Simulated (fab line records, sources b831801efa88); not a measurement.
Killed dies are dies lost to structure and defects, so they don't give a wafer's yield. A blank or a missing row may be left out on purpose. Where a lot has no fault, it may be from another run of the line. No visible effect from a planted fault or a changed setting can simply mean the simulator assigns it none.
One fault seen from 2 desks || flow sky130 || what lay behind the numbers comes last; until then each desk has only its own

## AT THE METROLOGY DESK
Lot by lot, what the gauges showed, no matter which tool ran the lot: averages of those sampled wafers that carry a number. The brackets show how far a lot's mean lies from the usual mean; more than 4 standard deviations puts the lot out of limits, marked OUT.
Columns: A = VIA3_BOW at SKY_VIA3_BOW_MEAS_03, usual 79 um; B = cd_nm at SKY_VIA3_CD_MEAS_12, usual 200.0 nm; C = VIA3_OVL at SKY_VIA3_OVL_MEAS_13, usual 0 nm
{"lot": "L604", "first seen here": "day 38 23:43", "A": 73, "B": 200.9, "C": -4}
{"lot": "L608", "first seen here": "day 40 16:11", "A": 73, "B": 200.5, "C": 8}
{"lot": "L617", "first seen here": "day 42 16:40", "A": 72, "B": 200.6, "C": 0}
{"lot": "L621", "first seen here": "day 44 04:59", "A": 68, "B": 198.8, "C": 7}
{"lot": "L626", "first seen here": "day 45 05:03", "A": 81, "B": 201.5, "C": 1}
{"lot": "L627", "first seen here": "day 45 10:23", "A": 73, "B": 201.2, "C": 1}
Finding of this desk: none of the 6 lots has anything out of limits.

## AT THE TOOL OWNER'S DESK: rie_diel-02
The tool's own readings at SKY_VIA3_ETCH_14 (etches BARC in N2/H2, stops on SiO2, time 45.9 s, target depth 60 nm): means of the sampled wafers that have a number, for each lot that ran on this tool. The brackets show how far a lot's mean lies from the usual mean; more than 4 standard deviations puts the lot out of limits, marked OUT.
Columns: A = bias_w at SKY_VIA3_ETCH_14, usual 99.98 W; B = drypump_motor_current_A at SKY_VIA3_ETCH_14, usual 5.7 A; C = oes_product_au at SKY_VIA3_ETCH_14, usual 0.856 a.u.; D = throttle_valve_pct at SKY_VIA3_ETCH_14, usual 13.226 %
{"lot": "L608", "first seen here": "day 41 16:23", "A": 99.87, "B": 5.9, "C": 0.855, "D": 13.235}
{"lot": "L617", "first seen here": "day 43 16:17", "A": "77.64 (-77) OUT", "B": 5.8, "C": 0.857, "D": 13.229}
{"lot": "L621", "first seen here": "day 45 04:19", "A": "77.19 (-79) OUT", "B": 6.0, "C": 0.852, "D": 13.225}
This desk's verdict: out of limits on L617, L621, starting with L617 at day 43 16:17 (bias_w at SKY_VIA3_ETCH_14). In limits: L608.

## BROUGHT TOGETHER
At day 43 16:17, on L617, L621, the tool owner's desk was in a position to raise an alarm.
At the metrology desk, nothing out of limits was observed.
The metrology desk holds a record of L617, L621, inside its limits.
The lots listed all ran SKY_VIA3_ETCH_14 on rie_diel-02.

## WHAT WAS PUT IN BY THE SIMULATOR
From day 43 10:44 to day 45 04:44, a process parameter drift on rie_diel-02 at SKY_VIA3_ETCH_14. From 100, the setting bias_w moved by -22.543. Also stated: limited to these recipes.
Lots struck among those shown: L617, L621.
Each desk's first reading out of limits, in hours after the fault started: the tool owner's desk, 6.
